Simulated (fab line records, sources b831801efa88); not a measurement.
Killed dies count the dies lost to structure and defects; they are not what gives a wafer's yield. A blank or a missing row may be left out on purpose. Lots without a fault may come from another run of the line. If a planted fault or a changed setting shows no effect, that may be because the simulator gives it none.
Which tool did it? :: flow sky130 :: 11 lots, 33 wafers sampled, at 3 steps of a route of 708

WHAT THE GAUGES READ, wafer by wafer
SKY_SD_P_CD_MEAS_07 targets a cd of 380 nm.
lot: L413
measured: day 25 08:18
on: cd_sem-01
cd_nm (nm): 377.9 376.9 375.7

lot: L416
measured: day 27 20:43
on: cd_sem-02
cd_nm (nm): 380.1 382.3 380.9

lot: L419
measured: day 27 23:04
on: cd_sem-01
cd_nm (nm): 383.1 383.5 381.8

lot: L418
measured: day 28 00:12
on: cd_sem-01
cd_nm (nm): 380.6 380.0 380.5

lot: L424
measured: day 29 23:15
on: cd_sem-01
cd_nm (nm): 383.7 382.5 383.3

lot: L423
measured: day 30 01:31
on: cd_sem-02
cd_nm (nm): - - -

lot: L425
measured: day 30 02:49
on: cd_sem-01
cd_nm (nm): 375.9 375.9 374.7

lot: L430
measured: day 31 11:05
on: cd_sem-01
cd_nm (nm): 376.6 377.8 381.7

lot: L432
measured: day 31 21:18
on: cd_sem-02
cd_nm (nm): 376.3 379.2 378.1

lot: L431
measured: day 32 01:09
on: cd_sem-01
cd_nm (nm): 377.6 377.1 377.1

lot: L433
measured: day 32 03:44
on: cd_sem-02
cd_nm (nm): 383.3 384.1 383.6

EACH LOT AND THE TOOL THAT RAN IT (in order: tool; ch and the chambers of the sampled wafers; start)
lot: L413
SKY_LDD_HVP_STRIP_09: plasma_asher-01 ch 0,1, day 21 11:44
SKY_SD_P_EXPOSE_04: iline_stepper-01 ch 0, day 24 18:59

lot: L416
SKY_LDD_HVP_STRIP_09: plasma_asher-02 ch 0,1, day 24 01:25
SKY_SD_P_EXPOSE_04: iline_stepper-02 ch 0, day 27 06:55

lot: L419
SKY_LDD_HVP_STRIP_09: plasma_asher-02 ch 0,1, day 24 04:49
SKY_SD_P_EXPOSE_04: iline_stepper-01 ch 0, day 27 09:20

lot: L418
SKY_LDD_HVP_STRIP_09: plasma_asher-01 ch 0,1, day 24 06:32
SKY_SD_P_EXPOSE_04: iline_stepper-02 ch 0, day 27 10:34

lot: L424
SKY_LDD_HVP_STRIP_09: plasma_asher-04 ch 0,1, day 26 06:11
SKY_SD_P_EXPOSE_04: iline_stepper-02 ch 0, day 29 08:25

lot: L423
SKY_LDD_HVP_STRIP_09: plasma_asher-04 ch 0,1, day 26 07:05
SKY_SD_P_EXPOSE_04: iline_stepper-02 ch 0, day 29 11:01

lot: L425
SKY_LDD_HVP_STRIP_09: plasma_asher-02 ch 0,1, day 26 09:16
SKY_SD_P_EXPOSE_04: iline_stepper-02 ch 0, day 29 12:46

lot: L430
SKY_LDD_HVP_STRIP_09: plasma_asher-04 ch 0,1, day 27 18:37
SKY_SD_P_EXPOSE_04: iline_stepper-01 ch 0, day 30 21:53

lot: L432
SKY_LDD_HVP_STRIP_09: plasma_asher-04 ch 0,1, day 28 07:26
SKY_SD_P_EXPOSE_04: iline_stepper-02 ch 0, day 31 08:45

lot: L431
SKY_LDD_HVP_STRIP_09: plasma_asher-01 ch 0,1, day 28 11:28
SKY_SD_P_EXPOSE_04: iline_stepper-02 ch 0, day 31 12:08

lot: L433
SKY_LDD_HVP_STRIP_09: plasma_asher-01 ch 0,1, day 28 12:32
SKY_SD_P_EXPOSE_04: iline_stepper-01 ch 0, day 31 13:57
- SKY_LDD_HVP_STRIP_09: strips in O2/N2.
- SKY_SD_P_EXPOSE_04: exposes mask PSDM, target cd 380 nm.

THE ANSWER, worked out from the rows above alone
Rule: usual is defined by the lots themselves. The widest of any qualifying gaps counts: lots, ordered by their means at a reading, are off when they make up no more than a third of the lots, leave a main group of 4 or more, and stand apart from it by 3 or more times the standard deviation of that group's means. Not used: any main group whose means are identical at the precision the tables above print for the reading. Also off: a lot with no number at a reading for which 4 or more lots have one. Any other lot the step has rows for is counted as sound.
Off: L423 (SKY_SD_P_CD_MEAS_07, cd_nm). Without a number there: L423. Main group: mean 379.7 nm, sd 2.8.
A tool fits if, at a process step before that reading, it ran every lot that is off, and no sound lot after the first of them. Those tools and the gauges at SKY_SD_P_CD_MEAS_07 are tried in the same way. Not one of the candidates tried fits.

WHAT HAD BEEN PUT IN BY THE SIMULATOR
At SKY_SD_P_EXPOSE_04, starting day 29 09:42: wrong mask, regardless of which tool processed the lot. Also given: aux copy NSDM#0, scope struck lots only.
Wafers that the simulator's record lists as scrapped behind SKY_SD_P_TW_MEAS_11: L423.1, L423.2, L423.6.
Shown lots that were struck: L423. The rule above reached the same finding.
